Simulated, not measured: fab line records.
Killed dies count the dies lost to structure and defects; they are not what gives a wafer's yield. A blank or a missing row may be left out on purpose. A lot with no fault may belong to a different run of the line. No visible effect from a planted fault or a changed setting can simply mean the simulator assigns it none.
fab line records | flow sky130
record: lots: 6 wafers: 18 last_day: 50
route steps=708 shown METAL1@436 PAD_OPEN@708
lots that met no fault: from a run of the same line without faults
start_h: the number of hours between the record's first day and the start of the first shown wafer of the lot | wait_h: hours since the lot's step before | " same as the row above | L1.1+2: a row that stands for several wafers | - no value, or no start was given | * or withheld: withheld | < > ~ a bound
route shown NAME@n: a module of which the file shows steps, and the number in the route of the first | usual: average and standard deviation across the fault-free wafers | same: alike in all rows | chamber/n: place in a boat | sites: per-site readings | _std_site: how widely they spread, as a standard deviation | _edge_site: mean of outer sites minus mean of inner sites | radius_mm: how far each site lies from the wafer's centre | mask NAME#n: copy n | behind: the last tool/chamber to shape the wafer | hold: cause of the lot's hold/its duration in hours/its outcome | device: whichever transistor did not switch (one of n, p or np) | end of line: the same wafers' tests at the end of the route | step lacking rows: just its recipe | killed: count of dies lost to structure and defects at first sort (not the wafer's yield) | map: the dies of a wafer, with x for killed, . for not killed, _ for no die there
set.NAME: the run value of the setting; set.NAME@STEP: its run value at that earlier step | model.NAME: the simulator's own value behind a step, which no gauge read
certain route steps with their lots: each step a table, each wafer a row
services: a tool's chamber out of use, with start hour (start_h, from the record's first day; less than 0 if before it), hours out, and reason
== steps ==
step: SKY_METAL1_SPUTTER_02
recipe: material: AlCu target_thk_nm: 250 power_w: 10600 time_s: 13.86 chamber_pressure_pa: 0.4
usual: throttle_valve_pct: 29.8/0.99
columns lot.wafer tool chamber start_h wait_h throttle_valve_pct
L933.1 pvd_sputter-02 - 788.32 0.0 28.5
L933.2 " - " " 28.0
L933.6 " - " " 28.5
L943.1 pvd_sputter-03 - 867.15 0.0 30.0
L943.3 " - " " 30.8
L943.5 " - " " 29.9
L941.1 pvd_sputter-04 - 868.64 0.0 31.1
L941.3 " - " " 30.9
L941.4 " - " " 29.8
L942.2 pvd_sputter-02 - 869.18 0.0 28.1
L942.3 " - " " 30.7
L942.5 " - " " 28.2
L947.1 pvd_sputter-02 - 902.63 0.0 28.3
L947.4 " - " " 28.1
L947.6 " - " " 30.1
L950.1 pvd_sputter-03 - 926.43 0.0 29.7
L950.2 " - " " 30.2
L950.3 " - " " 29.9
step: SKY_METAL1_SPUTTER_03
recipe: material: Ti target_thk_nm: 5 power_w: 3000 time_s: 3.3 chamber_pressure_pa: 0.4
usual: throttle_valve_pct: 29.8/0.98
columns lot.wafer tool chamber start_h wait_h throttle_valve_pct
L933.1 pvd_sputter-02 - 788.34 0.0 28.6
L933.2 " - " " 28.0
L933.6 " - " " 28.5
L943.1 pvd_sputter-03 - 867.18 0.0 29.8
L943.3 " - " " 30.8
L943.5 " - " " 29.8
L941.1 pvd_sputter-04 - 868.67 0.0 31.3
L941.3 " - " " 30.8
L941.4 " - " " 30.1
L942.2 pvd_sputter-02 - 869.20 0.0 28.4
L942.3 " - " " 30.8
L942.5 " - " " 28.4
L947.1 pvd_sputter-02 - 902.66 0.0 28.3
L947.4 " - " " 28.1
L947.6 " - " " 30.2
L950.1 pvd_sputter-03 - 926.46 0.0 29.8
L950.2 " - " " 30.4
L950.3 " - " " 30.0
step: SKY_METAL1_SPUTTER_04
recipe: material: TiN target_thk_nm: 70 power_w: 6500 time_s: 58.3 chamber_pressure_pa: 0.4
usual: throttle_valve_pct: 29.8/0.96
columns lot.wafer tool chamber start_h wait_h throttle_valve_pct
L933.1 pvd_sputter-02 - 788.36 0.0 28.3
L933.2 " - " " 28.2
L933.6 " - " " 28.5
L943.1 pvd_sputter-03 - 867.19 0.0 30.2
L943.3 " - " " 30.7
L943.5 " - " " 29.7
L941.1 pvd_sputter-04 - 868.69 0.0 31.4
L941.3 " - " " 30.4
L941.4 " - " " 30.0
L942.2 pvd_sputter-02 - 869.22 0.0 28.2
L942.3 " - " " 30.7
L942.5 " - " " 27.9
L947.1 pvd_sputter-02 - 902.68 0.0 28.6
L947.4 " - " " 28.1
L947.6 " - " " 30.2
L950.1 pvd_sputter-03 - 926.48 0.0 29.7
L950.2 " - " " 30.5
L950.3 " - " " 30.2
step: SKY_METAL1_RS_MEAS_05
recipe: thk_meas_gauge: four-point-probe reads: TiN_of_METAL1_SPUTTER_04+Ti_of_METAL1_SPUTTER_03+AlCu_of_METAL1_SPUTTER_02+TiN_of_METAL1_SPUTTER_01+Ti_of_METAL1_SPUTTER_00
usual: METAL1_ALCU_RS: 0.1210/0.0012
columns lot.wafer tool chamber start_h wait_h METAL1_ALCU_RS[ohm/sq]
L933.1 film_metro-03 - 788.41 0.0 0.1211
L933.2 " - " " 0.1210
L933.6 " - " " 0.1204
L943.1 film_metro-01 - 867.24 0.0 0.1210
L943.3 " - " " 0.1198
L943.5 " - " " 0.1203
L941.1 film_metro-01 - 868.74 0.0 0.1210
L941.3 " - " " 0.1209
L941.4 " - " " 0.1197
L942.2 film_metro-03 - 869.29 0.0 0.1203
L942.3 " - " " 0.1197
L942.5 " - " " 0.1195
L947.1 film_metro-03 - 902.75 0.0 0.1218
L947.4 " - " " 0.1207
L947.6 " - " " 0.1200
L950.1 film_metro-01 - 926.56 0.1 0.1219
L950.2 " - " " 0.1214
L950.3 " - " " 0.1236
step: SKY_METAL1_THK_MEAS_06
recipe: thk_meas_gauge: xrf reads: AlCu_of_METAL1_SPUTTER_02
usual: METAL1_ALCU_THK: 261/3.6
columns lot.wafer tool chamber start_h wait_h METAL1_ALCU_THK[nm]
L933.1 film_metro-03 - 788.53 0.1 257
L933.2 " - " " 259
L933.6 " - " " 261
L943.1 film_metro-01 - 867.36 0.1 262
L943.3 " - " " 264
L943.5 " - " " 263
L941.1 film_metro-01 - 868.86 0.1 263
L941.3 " - " " 263
L941.4 " - " " 263
L942.2 film_metro-03 - 869.40 0.1 260
L942.3 " - " " 259
L942.5 " - " " 259
L947.1 film_metro-03 - 902.87 0.1 258
L947.4 " - " " 259
L947.6 " - " " 261
L950.1 film_metro-01 - 926.68 0.1 260
L950.2 " - " " 261
L950.3 " - " " 256
step: SKY_METAL1_DEHYDRATE_07
recipe: temp_c: 200 time_s: 60
step: SKY_METAL1_HMDS_08
recipe: prime_time_s: 60 prime_temp_c: 120
step: SKY_METAL1_COAT_09
recipe: resist: BARC temp_c: withheld time_s: withheld spin_rpm: 3000 resist_thk_nm: 60
step: SKY_METAL1_COAT_10
recipe: resist: KrF-thick spin_rpm: 3000 resist_thk_nm: 450
step: SKY_METAL1_SOFTBAKE_11
recipe: temp_c: 100 time_s: 90 resist: KrF-thick
step: SKY_METAL1_EXPOSE_12
recipe: mask_id: MM1 na: 0.8 source_shape: annular sigma_inner: 0.55 sigma_outer: 0.85 target_cd_nm: 140 dose_mj: 28
step: SKY_METAL1_PEB_13
recipe: peb_temp_c: withheld peb_time_s: withheld resist: KrF-thick
step: SKY_METAL1_DEVELOP_14
recipe: develop_time_s: 60 resist: KrF-thick dev_temp_c: 21
usual: chill_plate_temp_C: 23.03/0.1 developer_temp_C: 21.00/0.11
columns lot.wafer tool chamber start_h wait_h chill_plate_temp_C developer_temp_C
L933.1 litho_track-04 0 815 - 22.99 21.02
L933.2 " 0 " " 23.03 21.01
L933.6 " 0 " " 22.98 20.93
L943.1 litho_track-04 0 892 - 23.05 20.47
L943.3 " 0 " " 23.03 20.39
L943.5 " 0 " " 22.97 20.38
L941.1 litho_track-04 0 894 - 23.06 20.34
L941.3 " 0 " " 23.04 20.54
L941.4 " 0 " " 22.97 20.33
L942.2 litho_track-01 0 894 - 23.23 21.07
L942.3 " 0 " " 23.31 21.02
L942.5 " 0 895 - 23.05 21.07
L947.1 litho_track-02 0 927 - 23.03 20.93
L947.4 " 0 " " 22.94 20.98
L947.6 " 0 " " 23.08 20.95
L950.1 litho_track-02 0 951 - 22.88 20.96
L950.2 " 0 " " 22.93 20.90
L950.3 " 0 " " 22.86 20.99
step: SKY_METAL1_CD_MEAS_15
recipe: target_cd_nm: 140
usual: cd_nm: 139.7/1.7
columns lot.wafer tool chamber start_h wait_h cd_nm
L933.1 cd_sem-01 - 815.34 - 139.6
L933.2 " - " " 139.7
L933.6 " - " " 138.1
L943.1 cd_sem-02 - 892.49 - 140.6
L943.3 " - " " 140.7
L943.5 " - " " 141.1
L941.1 cd_sem-01 - 894.69 - 139.9
L941.3 " - " " 139.9
L941.4 " - " " 139.9
L942.2 cd_sem-01 - 895.11 - 137.8
L942.3 " - " " 138.0
L942.5 " - " " 135.9
L947.1 cd_sem-01 - 927.58 - 138.3
L947.4 " - " " 138.6
L947.6 " - " " 139.1
L950.1 cd_sem-02 - 951.18 - 138.0
L950.2 " - " " 138.2
L950.3 " - " " 138.1
step: SKY_PAD_OPEN_PROBE_99
usual: defect_limited_yield: 83.0/1.9 killed_at_M0_to_M3: 43/6.9 killed_at_M4_up: 3.1/1.9 killed_at_contacts: 24/5.4 killed_at_front_end: 14/4.3 killed_at_other: 0.3/0.53 killed_dies: 84/9.5 killed_on_rim: 16/4.1 killed_open: 46/6.8 killed_short: 38/6 sort_bin_3_pad_short: 0.9/0.46 sort_bin_5_function: 10.0/1.4 sort_bin_6_memory: 6.1/1.1 sort_n_pass: 408/9.5 sort_yield_pct: 83.0/1.9
same: gross_dies: 492 killed_at_back_side: 0 sort_bin_4_leakage[%]: 0 sort_bin_8_speed[%]: 0
columns lot.wafer tool chamber start_h wait_h defect_limited_yield[%] killed_at_M0_to_M3 killed_at_M4_up killed_at_contacts killed_at_front_end killed_at_other killed_dies killed_on_rim killed_open killed_short sort_bin_3_pad_short[%] sort_bin_5_function[%] sort_bin_6_memory[%] sort_n_pass sort_yield_pct[%]
L933.1 prober-01 - 1116.84 0.1 84.1 25 2 31 20 0 78 13 41 37 1.6 8.7 5.5 414 84.1
L933.2 prober-01 - 1116.89 0.1 82.5 40 1 26 19 0 86 16 46 40 1.4 9.3 6.7 406 82.5
L933.6 prober-01 - 1117.09 0.2 84.3 39 2 26 10 0 77 15 33 44 0.4 9.8 5.5 415 84.3
L943.1 prober-02 - 1168.81 0.1 84.3 33 5 25 14 0 77 14 36 41 1.2 8.5 5.9 415 84.3
L943.3 prober-02 - 1168.91 0.2 84.1 40 3 23 12 0 78 11 50 28 0.6 10.4 4.9 414 84.1
L943.5 prober-02 - 1169.01 0.2 85.0 42 1 25 6 0 74 11 49 25 1.4 8.1 5.5 418 85.0
L941.1 prober-01 - 1171.72 0.1 82.9 46 3 25 10 0 84 13 46 38 1.2 11.0 4.9 408 82.9
L941.3 prober-01 - 1171.82 0.2 82.1 44 3 20 21 0 88 18 42 46 0.4 12.0 5.5 404 82.1
L941.4 prober-01 - 1171.87 0.2 79.3 49 4 29 18 2 102 22 55 47 1.2 12.0 7.5 390 79.3
L942.2 prober-02 - 1172.51 0.1 86.4 41 3 13 10 0 67 19 31 36 0.4 9.1 4.1 425 86.4
L942.3 prober-02 - 1172.56 0.2 86.2 32 2 26 7 1 68 13 43 25 0.2 8.9 4.7 424 86.2
L942.5 prober-02 - 1172.66 0.2 78.9 43 4 32 25 0 104 22 53 50 1.0 13.0 7.1 388 78.9
L947.1 prober-01 - 1197.91 0.1 82.3 44 2 30 10 1 87 17 51 36 0.6 11.4 5.7 405 82.3
L947.4 prober-01 - 1198.06 0.2 82.5 45 7 29 4 1 86 11 55 30 0.8 10.4 6.3 406 82.5
L947.6 prober-01 - 1198.16 0.2 85.8 41 2 15 10 2 70 12 34 34 0.6 8.9 4.7 422 85.8
L950.1 prober-02 - 1211.25 0.1 83.9 44 3 19 12 1 79 9 41 37 0.6 10.2 5.3 413 83.9
L950.2 prober-02 - 1211.30 0.1 82.5 53 5 15 13 0 86 23 46 40 0.8 11.0 5.7 406 82.5
L950.3 prober-02 - 1211.35 0.2 84.3 40 2 26 9 0 77 14 45 32 0.4 9.8 5.5 415 84.3
killed by level:class
L933.1 LI_CONTACT:geometric_particle:open=8 CONTACT:geometric_particle:open=8 POLY_GATE:geometric_particle:short=7 CONTACT:geometric_particle:short=5 VIA2:geometric_particle:open=5 FIELD_ISO:geometric_particle:open=4 POLY_GATE:geometric_particle:open=4 LI_CONTACT:geometric_particle:short=4
L933.2 VIA1:geometric_particle:open=13 CONTACT:geometric_particle:open=9 VIA2:geometric_particle:open=7 FIELD_ISO:geometric_particle:short=6 LI_CONTACT:geometric_particle:open=6 CONTACT:geometric_particle:short=6 POLY_GATE:geometric_particle:short=5 VIA3:geometric_particle:open=5
L933.6 VIA1:geometric_particle:open=12 CONTACT:geometric_particle:short=8 LOCAL_INTERCONNECT:geometric_particle:short=7 CONTACT:geometric_particle:open=7 POLY_GATE:geometric_particle:short=5 VIA1:geometric_particle:short=4 METAL2:geometric_particle:short=4 LI_CONTACT:geometric_particle:open=3
L943.1 CONTACT:geometric_particle:open=9 LI_CONTACT:geometric_particle:open=7 POLY_GATE:geometric_particle:short=6 VIA1:geometric_particle:open=6 VIA2:geometric_particle:short=6 METAL1:geometric_particle:short=5 VIA2:geometric_particle:open=5 LOCAL_INTERCONNECT:geometric_particle:short=4
L943.3 VIA1:geometric_particle:open=14 CONTACT:geometric_particle:open=10 FIELD_ISO:geometric_particle:open=7 VIA2:geometric_particle:open=6 LI_CONTACT:geometric_particle:short=5 LI_CONTACT:geometric_particle:open=4 VIA3:geometric_particle:open=4 FIELD_ISO:geometric_particle:short=3
L943.5 VIA1:geometric_particle:open=16 CONTACT:geometric_particle:open=8 LI_CONTACT:geometric_particle:open=7 VIA3:geometric_particle:open=6 VIA2:geometric_particle:open=6 CONTACT:geometric_particle:short=4 LI_CONTACT:geometric_particle:short=3 METAL1:geometric_particle:short=3
L941.1 VIA1:geometric_particle:open=13 CONTACT:geometric_particle:short=9 METAL2:geometric_particle:short=7 VIA3:geometric_particle:open=7 CONTACT:geometric_particle:open=6 VIA1:geometric_particle:short=6 LI_CONTACT:geometric_particle:open=5 METAL1:geometric_particle:short=5
L941.3 VIA1:geometric_particle:open=8 LI_CONTACT:geometric_particle:open=7 VIA3:geometric_particle:open=7 FIELD_ISO:geometric_particle:short=6 VIA2:geometric_particle:short=6 POLY_GATE:geometric_particle:open=5 POLY_GATE:geometric_particle:short=5 CONTACT:geometric_particle:short=5
L941.4 VIA1:geometric_particle:open=12 VIA2:geometric_particle:open=9 VIA3:geometric_particle:open=9 LI_CONTACT:geometric_particle:open=8 CONTACT:geometric_particle:open=7 FIELD_ISO:geometric_particle:short=6 POLY_GATE:geometric_particle:short=6 METAL2:geometric_particle:short=6
L942.2 VIA1:geometric_particle:short=10 VIA3:geometric_particle:open=7 VIA1:geometric_particle:open=7 METAL2:geometric_particle:short=5 LI_CONTACT:geometric_particle:short=5 FIELD_ISO:geometric_particle:short=4 METAL1:geometric_particle:short=4 CONTACT:geometric_particle:open=4
L942.3 VIA1:geometric_particle:open=11 LI_CONTACT:geometric_particle:open=8 CONTACT:geometric_particle:open=8 VIA2:geometric_particle:open=6 LOCAL_INTERCONNECT:geometric_particle:short=4 METAL1:geometric_particle:short=4 VIA3:geometric_particle:open=3 FIELD_ISO:geometric_particle:open=2
L942.5 VIA1:geometric_particle:open=15 FIELD_ISO:geometric_particle:short=11 CONTACT:geometric_particle:open=11 CONTACT:geometric_particle:short=8 FIELD_ISO:geometric_particle:open=7 VIA1:geometric_particle:short=7 LI_CONTACT:geometric_particle:open=6 VIA2:geometric_particle:open=5
L947.1 VIA1:geometric_particle:open=17 CONTACT:geometric_particle:open=11 LI_CONTACT:geometric_particle:open=10 LI_CONTACT:geometric_particle:short=4 VIA1:geometric_particle:short=4 METAL2:geometric_particle:short=4 VIA2:geometric_particle:open=4 FIELD_ISO:geometric_particle:short=3
L947.4 CONTACT:geometric_particle:open=11 LI_CONTACT:geometric_particle:open=9 VIA1:geometric_particle:open=9 VIA2:geometric_particle:open=8 VIA3:geometric_particle:open=6 CONTACT:geometric_particle:short=5 VIA1:geometric_particle:short=5 METAL4:geometric_particle:open=5
L947.6 VIA1:geometric_particle:open=11 METAL2:geometric_particle:short=11 CONTACT:geometric_particle:open=5 LOCAL_INTERCONNECT:geometric_particle:short=4 VIA3:geometric_particle:open=4 METAL1:geometric_particle:short=4 VIA2:geometric_particle:open=4 FIELD_ISO:geometric_particle:short=3
L950.1 VIA1:geometric_particle:open=11 VIA3:geometric_particle:open=9 CONTACT:geometric_particle:open=6 VIA2:geometric_particle:open=6 CONTACT:geometric_particle:short=5 FIELD_ISO:geometric_particle:short=4 POLY_GATE:geometric_particle:short=4 VIA3:geometric_particle:short=4
L950.2 VIA3:geometric_particle:open=13 VIA2:geometric_particle:open=9 VIA1:geometric_particle:open=8 METAL1:geometric_particle:short=6 METAL2:geometric_particle:short=5 CONTACT:geometric_particle:open=5 VIA3:geometric_particle:short=5 METAL4:geometric_particle:short=5
L950.3 LI_CONTACT:geometric_particle:open=9 VIA2:geometric_particle:open=8 VIA1:geometric_particle:open=8 CONTACT:geometric_particle:open=6 METAL2:geometric_particle:short=6 VIA3:geometric_particle:open=5 CONTACT:geometric_particle:short=5 METAL1:geometric_particle:short=4
== services ==
columns tool chamber start_h hours kind
pvd_sputter-04 - 827.77 0.7 repair
pvd_sputter-02 - 850.71 7.7 repair
pvd_sputter-04 - 851.90 3.4 repair
pvd_sputter-04 - 930.40 5.9 repair
pvd_sputter-03 - 938.90 3.0 repair
== key ==
first_sign: step: SKY_METAL1_DEVELOP_14 reading: developer_temp_C direction: down sigmas: 5.4 usual: * struck: *
effect none on later readings
met_at SKY_METAL1_DEVELOP_14
struck_wafers L941.1,L941.3,L941.4,L943.1,L943.3,L943.5
onset_between 815 892
fault: kind: process_parameter_drift tool: litho_track-04 chamber: - onset_h: 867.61 steps: SKY_METAL1_DEVELOP_14 channel: dev_temp_c offset: * shape: step end_h: 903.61 acts_in: * stated: *
